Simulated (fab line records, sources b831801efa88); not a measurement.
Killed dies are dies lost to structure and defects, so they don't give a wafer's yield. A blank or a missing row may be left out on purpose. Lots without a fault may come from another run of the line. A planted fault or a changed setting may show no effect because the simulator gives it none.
Which tool did it? | flow gf180mcu | 14 lots, 41 wafers sampled, at 2 steps of a route of 602

WHAT THE GAUGES READ, wafer by wafer
GF_VT_IMPLANT_OVL_MEAS_07.
lot  | measured     | on         | VT_IMPLANT_OVL (nm)
L467 | day 5 21:47  | overlay-02 | -1.2 -0.5 2.2
L468 | day 6 01:55  | overlay-02 | 0.2 -0.7 -0.7
L470 | day 6 17:07  | overlay-02 | -0.6 -1.8 -1.4
L471 | day 6 16:29  | overlay-01 | -2.3 0.3 -1.0
L472 | day 7 06:34  | overlay-02 | 0.3 0.4 -0.5
L474 | day 7 19:37  | overlay-01 | -3.1 -3.1 -1.8
L475 | day 7 20:34  | overlay-02 | 0.1 0.3 -0.2
L477 | day 8 07:08  | overlay-02 | -1.0 -0.8 0.3
L476 | day 8 07:47  | overlay-02 | -2.5 -2.2 -2.8
L478 | day 8 19:46  | overlay-01 | -1.4 -0.1 -1.1
L479 | day 9 06:16  | overlay-01 | 0.3 -1.1 0.0
L483 | day 10 01:58 | overlay-01 | -1.7 -2.0 0.1
L485 | day 10 08:10 | overlay-01 | -1.6 0.7
L489 | day 11 04:31 | overlay-01 | 0.1 1.2 -0.3

WHICH TOOL RAN EACH LOT (tool, then ch and the chambers of the sampled wafers, then the start)
lot  | GF_STI_ETCH_14
L467 | rie_si-02 ch 0,1,2, day 2 03:26
L468 | rie_si-01 ch 0,3, day 2 10:52
L470 | rie_si-02 ch 1,2,3, day 2 21:35
L471 | rie_si-01 ch 1,2, day 2 21:56
L472 | rie_si-02 ch 0,2,3, day 3 05:46
L474 | rie_si-02 ch 1,2,3, day 3 16:47
L475 | rie_si-02 ch 0,1, day 3 21:02
L477 | rie_si-01 ch 0,2,3, day 4 05:59
L476 | rie_si-02 ch 1,2,3, day 4 06:16
L478 | rie_si-02 ch 0,2, day 4 13:41
L479 | rie_si-01 ch 0,1, day 4 17:43
L483 | rie_si-01 ch 0,2, day 5 15:20
L485 | rie_si-01 ch 0, day 6 00:41
L489 | rie_si-02 ch 0,2, day 6 21:07
- GF_STI_ETCH_14: etches Si in HBr/Cl2/O2, target depth 360 nm, time 102.9 s.

WHAT THE TOOLS THEMSELVES READ (means of the sampled wafers that have a number; where no wafer has one, the mark that the record gives instead)
GF_STI_ETCH_14.
lot  | tool      | chamber_pressure_mTorr (mTorr) | drypump_motor_current_A (A) | oes_product_au (a.u.) | run_length_s (s) | throttle_valve_pct (%)
L467 | rie_si-02 | 14.999                         | 6.0                         | 0.993                 | 130.9            | 25.652
L468 | rie_si-01 | 14.999                         | 5.6                         | 1.004                 | 131.2            | 25.658
L470 | rie_si-02 | 14.982                         | 6.0                         | 1.003                 | 130.9            | 25.649
L471 | rie_si-01 | 14.994                         | 6.2                         | 0.989                 | 131.0            | 25.658
L472 | rie_si-02 | 15.009                         | 5.8                         | 0.989                 | 130.7            | 25.670
L474 | rie_si-02 | 14.997                         | 6.0                         | 0.996                 | 130.9            | 25.655
L475 | rie_si-02 | 14.992                         | 6.0                         | 0.993                 | 131.3            | 25.671
L477 | rie_si-01 | 15.002                         | 5.8                         | 0.996                 | 131.2            | 25.651
L476 | rie_si-02 | 15.018                         | 6.0                         | 0.992                 | 130.9            | 25.660
L478 | rie_si-02 | 14.997                         | 5.9                         | 1.001                 | 130.9            | 25.653
L479 | rie_si-01 | 15.012                         | 5.7                         | 0.992                 | 131.1            | 25.666
L483 | rie_si-01 | 15.011                         | 5.8                         | 0.998                 | 126.9            | 25.662
L485 | rie_si-01 | 15.000                         | 5.5                         | 0.996                 | 125.2            | 25.657
L489 | rie_si-02 | 14.995                         | 6.0                         | 0.983                 | 130.7            | 25.665

THE ANSWER, worked out from the rows above alone
Rule: what is usual is taken from the lots themselves. Put in order of their means at a reading, lots are off if they are a third of the lots or fewer, leave a main group of 4 or more, and stand apart from it by a gap of 3 or more times the standard deviation of the main group's means; of several such gaps the widest counts. A main group whose means are all the same, to the digits that the tables above print for the reading, isn't used. A lot without any number at a reading at which 4 lots or more have one is off too. The other lots that the step has rows for count as sound. The gauges are gone through in route order, then the tools' own readings, and for those a lot's mean is taken as printed above. The first step at which some lot is off is used, and at that step the reading that is off furthest; a lot without a number counts as furthest.
Off: L483, L485, at GF_STI_ETCH_14 (run_length_s). The main group: mean 131.0 s, standard deviation 0.18.
A tool fits if, at that step or a process step before it, it ran every lot that is off, and no sound lot after the first of them. One fits: rie_si-01 at GF_STI_ETCH_14. Its last sound lot is L479 (day 4 17:43), its first lot that is off L483 (day 5 15:20): a fault that began between those two fits.
The tool's own readings at GF_STI_ETCH_14 bear it out: on the lots that are off they differ by more than 5 times the standard deviation of the sound lots' means. run_length_s reads 126.1 s there against 131.0 s on the sound lots.

WHAT THE SIMULATOR HAD PUT IN
Process parameter drift: rie_si-01, from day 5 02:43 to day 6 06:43, at GF_STI_ETCH_14. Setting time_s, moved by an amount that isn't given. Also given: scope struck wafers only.
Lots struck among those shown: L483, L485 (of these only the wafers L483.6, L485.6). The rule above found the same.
